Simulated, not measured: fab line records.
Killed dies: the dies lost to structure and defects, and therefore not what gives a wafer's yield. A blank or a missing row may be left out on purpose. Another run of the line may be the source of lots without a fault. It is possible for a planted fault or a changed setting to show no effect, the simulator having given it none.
Comparing a struck lot with a sound one / flow sfq-line / 29 out of 325 route steps
Sound: the wafers L660.1, L660.3, L660.4. The struck wafers were L674.1, L674.5, L674.6. At the end, the cause is stated.
At each step with rows: each side's tool, then ch and its chambers, then its first start. Under that, the readings that differ: sound wafers / struck wafers / difference of the means / sigmas: that difference in standard deviations of wafers without a fault.
alike: readings with means less than 2 such deviations apart, plus words and numbers identical on both sides. not compared: withheld readings, readings lacking a value on some wafer, bounds such as >300 that could conceal the same value, and numbers that have no deviation in the record and whose values overlap.
Wherever a step has rows on one side only, a row that says differs or no value, or a row with sigmas, the two part there. Non-overlapping numbers with no deviation appear without sigmas and do not part them. Lack of a reading on every wafer of one side parts them only where that side has two or more wafers.

first, 2 steps without rows for these wafers: SFQ_TRILAYER_C5_STRIP_SOLV_CLEAN_156 (cleans in NMP, time 600 s); SFQ_TRILAYER_M6_DEP_PRE_CLEAN_158 (time 22.5 s).
SFQ_TRILAYER_M6_DEP_SPUTTER_157: material Nb, target thk 200 nm, time 133.3 s.
  sound: pvd-sputter-04 at day 66 14:40; struck: pvd-sputter-04 at day 76 07:09
  alike: base-pressure-pa, throttle-valve-pct
SFQ_M6_RS_MEAS_938: the measuring method here is four-point-probe.
  sound: film-metro-01 at day 66 14:46; struck: film-metro-04 at day 76 07:14
  alike: M6_NB_RS
then, 6 steps without rows for these wafers: SFQ_TRILAYER_M6_LITHO_COAT_164 (resist thk 62 nm); SFQ_TRILAYER_M6_LITHO_COAT_159 (resist thk 600 nm); SFQ_TRILAYER_M6_LITHO_SOFTBAKE_163; SFQ_TRILAYER_M6_LITHO_EXPOSE_160 (exposes mask M6, target cd 500 nm); SFQ_TRILAYER_M6_LITHO_PEB_162 (peb time 60 s); SFQ_TRILAYER_M6_LITHO_DEVELOP_161 (time 60 s).
-- the record jumps here: 5 days lie between the struck wafers' starts before and after --
SFQ_M6_OVL_MEAS_940:
  sound: overlay-02 at day 72 04:44; struck: overlay-01 at day 81 03:58
  alike: M6_OVL
SFQ_TRILAYER_M6_BARC_OPEN_METAL_ETCH_206: etches BARC in O2, target depth 125 nm, time 41.7 s.
  sound on rie-metal-03 ch 0,1, day 72 04:46; struck on rie-metal-04 ch 0,1, day 81 04:01
  no value came back on the struck wafers for bias-w (W), chamber-pressure-mTorr (mTorr), drypump-motor-current-A (A), oes-product-au (a.u.); on the sound wafers bias-w (W) reads 79.85 79.66 79.80
reading=model.KrF_of_TRILAYER_M6_LITHO_COAT_159.thk-nm (nm); sound=524.1 525.1 522.1; struck=575 575.1 574.5; difference=+51; sigmas=
  not compared: rf-hours-counter-h
SFQ_TRILAYER_M6_ETCH_METAL_ETCH_162: etches Nb in Cl2/Ar, stops on SiO2, target depth 240 nm, time 120 s.
  sound on rie-metal-03 ch 0,1, day 72 04:49; struck on rie-metal-04 ch 0,1, day 81 04:04
reading=oes-product-au (a.u.); sound=0.893 0.879 0.888; struck=0.383 0.381 0.374; difference=-0.507; sigmas=-71
reading=model.KrF_of_TRILAYER_M6_LITHO_COAT_159.thk-nm (nm); sound=382.9 383.6 376.2; struck=435.6 434.5 427.8; difference=+51.7; sigmas=
  alike: bias-w, chamber-pressure-mTorr, drypump-motor-current-A
  not compared: rf-hours-counter-h
SFQ_TRILAYER_M6_STRIP_STRIP_163: strips in O2.
  sound on rie-metal-03 ch 0,1, day 72 04:57; struck on rie-metal-04 ch 0,1, day 81 04:11
  alike: drypump-motor-current-A, oes-product-au
  not compared: rf-hours-counter-h
then, 2 steps without rows for these wafers: SFQ_TRILAYER_M6_STRIP_SOLV_CLEAN_164 (cleans in NMP, time 600 s); SFQ_TRILAYER_I6_DEP_PECVD_165 (deposits SiO2 from SiH4/N2O, time 111.11 s, target thk 500 nm).
SFQ_TRILAYER_I6_CMP_CMP_166: polishes SiO2.
  sound on cmp-02 ch 0,2,3, day 72 05:49; struck on cmp-02 ch 1,2, day 81 05:32
  alike: motor-current-A, time-to-endpoint-s
SFQ_I6_BOW_MEAS_941:
  sound: film-metro-01 at day 72 08:49; struck: film-metro-04 at day 81 08:02
  alike: I6_BOW
SFQ_TRILAYER_I6_METRO_MEASURE_167:
  sound: film-metro-01 at day 72 08:56; struck: film-metro-04 at day 81 08:10
  alike: thk-nm
then, 3 steps without rows for these wafers: SFQ_TRILAYER_I6_VIA_LITHO_COAT_174 (resist thk 62 nm); SFQ_TRILAYER_I6_VIA_LITHO_COAT_169 (resist thk 650 nm); SFQ_TRILAYER_I6_VIA_LITHO_SOFTBAKE_173.
-- the record jumps here: 4 days lie between the struck wafers' starts before and after --
SFQ_TRILAYER_I6_VIA_LITHO_EXPOSE_170: exposes mask I6, target cd 700 nm.
  sound on krf-scanner-01 ch 0, day 72 11:26; struck on krf-scanner-02, day 85 14:08
  no value came back on the struck wafers for exposure-dose-mJ-cm2, focus-offset-nm (nm), na; on the sound wafers exposure-dose-mJ-cm2 reads 21.311 21.307 21.289
  alike: mask
then, 2 steps without rows for these wafers: SFQ_TRILAYER_I6_VIA_LITHO_PEB_172 (peb time 60 s); SFQ_TRILAYER_I6_VIA_LITHO_DEVELOP_171 (time 60 s).
SFQ_I6_OVL_MEAS_942:
  sound: overlay-02 at day 72 12:56; struck: overlay-02 at day 85 15:38
reading=I6_OVL (nm); sound=0 2 -8; struck=- - -; difference=no value on the struck wafers; sigmas=
then, 1 step without rows for these wafers: SFQ_TRILAYER_I6_VIA_BARC_OPEN_VIA_ETCH_235 (etches BARC in O2, target depth 125 nm, time 41.7 s).
SFQ_TRILAYER_I6_VIA_ETCH_VIA_ETCH_172: etches SiO2 in CHF3, stops on Nb, target depth 260 nm.
  sound on rie-diel-03 ch 0,1,3, day 72 13:01; struck on rie-diel-04 ch 0,1, day 85 15:43
reading=oes-product-au (a.u.); sound=0.855 0.858 0.858; struck=0.379 0.368 0.372; difference=-0.484; sigmas=-90
  alike: bias-w, chamber-pressure-mTorr, drypump-motor-current-A
SFQ_TRILAYER_I6_VIA_STRIP_STRIP_173: strips in O2.
  sound on rie-metal-04 ch 0,1, day 72 13:08; struck on rie-metal-04 ch 0,1, day 85 15:50
  alike: drypump-motor-current-A, oes-product-au
  not compared: rf-hours-counter-h

== WHERE THEY PART ==
Earliest at SFQ_TRILAYER_M6_BARC_OPEN_METAL_ETCH_206; latest, in this record, at SFQ_TRILAYER_I6_VIA_ETCH_VIA_ETCH_172. Later steps at which nothing parts them and some readings are alike: SFQ_TRILAYER_I6_VIA_STRIP_STRIP_173.

WHY: whatever the simulator had introduced
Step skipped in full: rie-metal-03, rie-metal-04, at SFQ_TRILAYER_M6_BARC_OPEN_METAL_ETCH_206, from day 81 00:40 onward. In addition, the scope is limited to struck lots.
